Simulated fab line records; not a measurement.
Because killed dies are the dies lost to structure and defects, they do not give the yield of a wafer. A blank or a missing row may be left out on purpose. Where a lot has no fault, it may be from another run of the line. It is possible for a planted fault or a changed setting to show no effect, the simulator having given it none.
Which tool was responsible?    flow gf180mcu    39 wafers from 13 lots sampled at 3 of the route's 602 steps

== WHAT EACH GAUGE READ, for each wafer ==
GF_MIM_THK_MEAS_11: measures by xrf. Usual: MIM_ALCU_THK 198.1 nm, standard deviation 2.9.
lot   measured      on             MIM_ALCU_THK (nm)  flag
L189  day 25 00:46  film-metro-01  198.3 199.0 193.0  
L192  day 25 17:30  film-metro-01  198.3 194.0 197.3  
L193  day 25 19:28  film-metro-01  203.3 202.2 197.4  
L195  day 26 09:59  film-metro-01  199.9 196.1 194.7  
L194  day 26 10:43  film-metro-01  197.9 193.8 199.0  
L197  day 27 04:10  film-metro-04  195.6 199.6 198.9  
L198  day 27 08:02  film-metro-02  202.4 201.4 201.3  
L200  day 27 23:44  film-metro-01  193.0 197.3 195.8  
L203  day 29 00:57  film-metro-04  199.3 199.0 199.4  
L204  day 29 08:46  film-metro-02  204.7 198.7 196.2  
L209  day 30 19:02  film-metro-01  195.6 193.0 196.1  
L210  day 30 22:14  film-metro-04  199.2 197.4 196.6  
L211  day 31 06:31  film-metro-04  201.9 202.9 202.7  

GF_M5_CD_MEAS_07: target cd 280 nm. Usual: cd-nm 279.6 nm, standard deviation 1.
lot   measured      on         cd-nm (nm)                           flag
L189  day 26 17:48  cd-sem-02  279.2 278.9 279.0                    
L192  day 27 10:29  cd-sem-02  278.7 277.2 278.7                    
L193  day 27 11:28  cd-sem-02  279.2 279.0 278.4                    
L195  day 28 02:46  cd-sem-01  278.3 280.4 279.1                    
L194  day 28 03:27  cd-sem-02  279.1 280.8 280.0                    
L197  day 28 20:02  cd-sem-02  280.0 279.9 280.9                    
L198  day 28 23:47  cd-sem-01  279.1 280.2 281.3                    
L200  day 29 14:43  cd-sem-02  279.6 278.8 279.1                    
L203  day 30 15:16  cd-sem-02  281.1 279.5 280.7                    
L204  day 30 23:55  cd-sem-02  277.8 279.4 278.8                    
L209  day 32 05:41  cd-sem-01  341.8 341.2 342.0 341.8 341.3 341.9  OFF
L210  day 32 09:05  cd-sem-01  341.6 339.1 340.1 341.3 339.0 340.8  OFF
L211  day 32 15:52  cd-sem-01  279.7 279.5 279.2                    

== EACH LOT AND THE TOOL THAT RAN IT (in order: tool; ch and the chambers of the sampled wafers; start) ==
lot   GF_M5_EXPOSE_04
L189  krf-scanner-02 ch 0, day 26 08:37
L192  krf-scanner-02 ch 0, day 27 00:28
L193  krf-scanner-02 ch 0, day 27 01:52
L195  krf-scanner-01 ch 0, day 27 16:46
L194  krf-scanner-01 ch 0, day 27 17:34
L197  krf-scanner-02 ch 0, day 28 10:14
L198  krf-scanner-02 ch 0, day 28 13:56
L200  krf-scanner-01 ch 0, day 29 05:28
L203  krf-scanner-01 ch 0, day 30 06:20
L204  krf-scanner-02 ch 0, day 30 15:13
L209  krf-scanner-02 ch 0, day 31 21:02
L210  krf-scanner-02 ch 0, day 32 00:28
L211  krf-scanner-01 ch 0, day 32 08:01
- GF_M5_EXPOSE_04: exposes mask Metal5, target cd 280 nm.

== WHAT THE TOOLS THEMSELVES READ (means of the sampled wafers that have a number; where no wafer has one, the mark that the record gives instead) ==
GF_M5_EXPOSE_04. Usual: exposure-dose-mJ-cm2 28.02, standard deviation 0.14.
lot   tool            exposure-dose-mJ-cm2  flag
L189  krf-scanner-02  27.92                 
L192  krf-scanner-02  27.95                 
L193  krf-scanner-02  27.95                 
L195  krf-scanner-01  27.99                 
L194  krf-scanner-01  27.94                 
L197  krf-scanner-02  27.94                 
L198  krf-scanner-02  27.95                 
L200  krf-scanner-01  28.23                 
L203  krf-scanner-01  28.26                 
L204  krf-scanner-02  27.95                 
L209  krf-scanner-02  18.63                 OFF
L210  krf-scanner-02  18.66                 OFF
L211  krf-scanner-01  28.25                 

== THE ANSWER, worked out from the rows above alone ==
Rule: a lot counts as off when the mean over its wafers that have a number is more than 3 standard deviations away from the usual mean. A lot without any number at a reading at which 4 lots or more have one is off too. Any other lot the step has rows for is counted as sound. After the gauges, taken in route order, come the tools' own readings; for these a lot's mean is taken, as printed above. At the first step where some lot is off, the reading lying furthest off is the one used; lots without a number count as furthest.
Off at GF_M5_CD_MEAS_07 (cd-nm): L209, L210.
If a tool, at a process step before that reading, ran all the lots that are off and no sound lot after the first of them, it fits. Not tried: the gauges at GF_M5_CD_MEAS_07; whatever is off there is also off at GF_M5_EXPOSE_04, on other tools, and gauge error can't account for it. One fits: GF_M5_EXPOSE_04 on krf-scanner-02. Its last sound lot is L204 (day 30 15:13), its first lot that is off L209 (day 31 21:02): a fault that began between those two fits.
On the lots that are off, the tool's own readings at GF_M5_EXPOSE_04 differ by more than 5 times the standard deviation of the sound lots' means, which bears it out; exposure-dose-mJ-cm2 reads 18.64 there versus 28.03 on the sound lots.

== WHAT HAD BEEN PUT IN BY THE SIMULATOR ==
Process parameter drift: krf-scanner-02, from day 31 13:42 on, at GF_M5_EXPOSE_04. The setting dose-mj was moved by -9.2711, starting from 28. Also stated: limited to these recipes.
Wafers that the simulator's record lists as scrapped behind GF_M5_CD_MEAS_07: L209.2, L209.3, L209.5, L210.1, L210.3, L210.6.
Shown lots that were struck: L209, L210. The rule above reached the same finding.
